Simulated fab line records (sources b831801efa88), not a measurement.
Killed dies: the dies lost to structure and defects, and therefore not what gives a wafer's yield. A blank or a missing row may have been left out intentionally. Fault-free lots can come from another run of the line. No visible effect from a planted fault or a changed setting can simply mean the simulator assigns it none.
Code-filled problem report in 8D (eight disciplines) form	flow sky130	the parts of the form that need people (team, actions taken, sign-off) are left out

1. PROBLEM STATEMENT
Across 2 wafers from 2 lots, VIA4_HDPCVD_THK at SKY_VIA4_THK_MEAS_01 averages 1412 nm, while fault-free wafers read 1752 nm with a standard deviation of 17. Measured from the usual mean, that is -20 standard deviations.
Earliest sighting: wafer L464.6 on film metro-01 at day 46 14:36. Wafers with a number at this step in the record: 35, from 12 lots. Rule for "out" (also "out of limits"): further than 4 standard deviations from the usual mean. The other wafers with a number count as sound.

2. WHAT IT IS; WHAT IT IS NOT
question	is	is not
which readings at this step	VIA4_HDPCVD_THK	-
which lots	L464, L467	L448, L450, L451, L452, L453, L454, L456, L457, L458, L463
which wafers of those lots	L464.6, L467.6	L464.1, L464.2, L467.2
read on which gauges	film metro-01	film metro-02, film metro-04
when	from day 46 14:36	up to then (32 sound wafers); but 1 sound wafer of L467 came after

3. SUSPECTS, AND WHAT RULES EACH OUT
Counting: if a tool at a process step up to the reading ran every lot that is out, it stays a suspect. Sound lots after the first of them don't rule it out here, since some wafers of a struck lot are sound.
- the gauge at SKY_VIA4_THK_MEAS_01: ruled out. All the wafers that are out were read on film metro-01, but those of them that SKY_VIA4_HDPCVD_00 has rows for are out there too, on other tools.
- hdpcvd-02 at SKY_VIA4_HDPCVD_00 (deposits SiO2, target thk 1750 nm, time 291.7 s): kept. Every lot that is out went through it, the first being L464 (day 46 14:25); the last sound lot it ran before that was L463 (day 46 13:31). On those wafers its own readings are out: run length s.
Remaining after the count: hdpcvd-02 at SKY_VIA4_HDPCVD_00.

4. THE CAUSE (what the simulator had put in)
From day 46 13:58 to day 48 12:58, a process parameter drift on hdpcvd-02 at SKY_VIA4_HDPCVD_00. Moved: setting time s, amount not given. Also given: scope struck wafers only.
Only this tool survived the counting.

5. SEQUENCE OF EFFECTS, ordered by route
Each row: a reading whose mean over the struck wafers that have a number lies more than 3 standard deviations from the usual. Scope: only readings with a usual standard deviation given in the record; hours: median across lots of the time from each lot's start at the first step in this table that gives one to its start at this step; sigmas: change in usual standard deviations.
hours	step	reading	usual	on struck wafers	change	sigmas
0	SKY_VIA4_HDPCVD_00	run length s	319.5 s	266.7	-52.8	-91
0	SKY_VIA4_THK_MEAS_01	VIA4_HDPCVD_THK	1752 nm	1412	-340	-20
Process steps it contains:
- SKY_VIA4_HDPCVD_00: deposits SiO2, target thk 1750 nm, time 291.7 s.
Readings that are blank on the struck wafers while sound wafers have them: susceptor temp C at SKY_VIA4_HDPCVD_00.

6. WHAT WOULD HAVE CAUGHT IT SOONER
In this record the first reading out of limits at a measuring or inspecting step was taken at day 46 14:36, 1 hour after the fault began at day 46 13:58.
At SKY_VIA4_HDPCVD_00, the tool's own readings (run length s) were out on each struck wafer the step has a row for, so an alarm limit on them would have fired on the first such wafer.
L467, from the lots that are out (2), started SKY_VIA4_HDPCVD_00 on hdpcvd-02 later than day 46 14:36. A hold on the tool at that time would have spared it.
